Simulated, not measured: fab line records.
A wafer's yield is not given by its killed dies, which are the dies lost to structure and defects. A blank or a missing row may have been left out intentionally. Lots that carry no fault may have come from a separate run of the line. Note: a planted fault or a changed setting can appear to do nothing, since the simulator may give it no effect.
The same fault as seen by 2 desks :: flow gf180mcu :: numbers are kept per desk, each desk with only its own; the story behind them comes last

## FROM THE METROLOGY DESK
What the gauges read for every lot (on any tool): the sampled wafers with a number, averaged. Any lot whose mean is over 4 standard deviations away from the usual mean is out of limits and marked OUT; that distance is given in the brackets.
Columns: A = TOP_METAL_ALCU_RS at GF_TOP_METAL_RS_MEAS_05, usual 0.0327 ohm/sq
lot: L816
first seen here: day 27 08:07
A: 0.0326

lot: L817
first seen here: day 27 17:38
A: 0.0327

lot: L818
first seen here: day 27 22:17
A: 0.0332

lot: L820
first seen here: day 28 23:47
A: 0.0325

lot: L821
first seen here: day 29 01:41
A: 0.0329

lot: L826
first seen here: day 30 14:49
A: 0.0324

lot: L827
first seen here: day 31 00:34
A: 0.0325

lot: L829
first seen here: day 31 11:53
A: 0.0328

lot: L830
first seen here: day 31 16:59
A: 0.0326

lot: L834
first seen here: day 32 15:06
A: 0.0326

lot: L835
first seen here: day 32 17:48
A: 0.0324

lot: L837
first seen here: day 33 06:56
A: 0.0321

lot: L838
first seen here: day 33 13:03
A: 0.0322
This desk found nothing out of limits on any of the 13 lots.

## AT THE TOOL OWNER'S DESK: plasmaAsher-01
The tool's own readings at GF_TOP_METAL_STRIP_17 (strips in O2/N2): means of the sampled wafers that have a number, for each lot that ran on this tool. Any lot whose mean is over 4 standard deviations away from the usual mean is out of limits and marked OUT; that distance is given in the brackets.
Columns: A = drypumpMotorCurrentA at GF_TOP_METAL_STRIP_17, usual 5.50 A; B = heaterPowerW at GF_TOP_METAL_STRIP_17, usual 329 W; C = oesProductAu at GF_TOP_METAL_STRIP_17, usual 0.710 a.u.; D = stripTimeToEndpointS at GF_TOP_METAL_STRIP_17, usual 13.44 s
lot: L816
first seen here: day 28 04:29
A: 5.28
B: 330
C: 0.707
D: 13.34

lot: L820
first seen here: day 29 19:09
A: 5.48
B: 321
C: 0.713
D: 13.36

lot: L821
first seen here: day 29 20:49
A: 5.50
B: 327
C: 0.710
D: 13.54

lot: L826
first seen here: day 31 08:53
A: 5.07
B: 333
C: 0.717
D: 13.39
This desk found nothing out of limits on any of the 4 lots.

## ALL TOGETHER
Nothing out of limits was seen by the metrology desk.
Nothing out of limits was seen by the tool owner's desk.

## WHAT THE SIMULATOR HAD INSERTED
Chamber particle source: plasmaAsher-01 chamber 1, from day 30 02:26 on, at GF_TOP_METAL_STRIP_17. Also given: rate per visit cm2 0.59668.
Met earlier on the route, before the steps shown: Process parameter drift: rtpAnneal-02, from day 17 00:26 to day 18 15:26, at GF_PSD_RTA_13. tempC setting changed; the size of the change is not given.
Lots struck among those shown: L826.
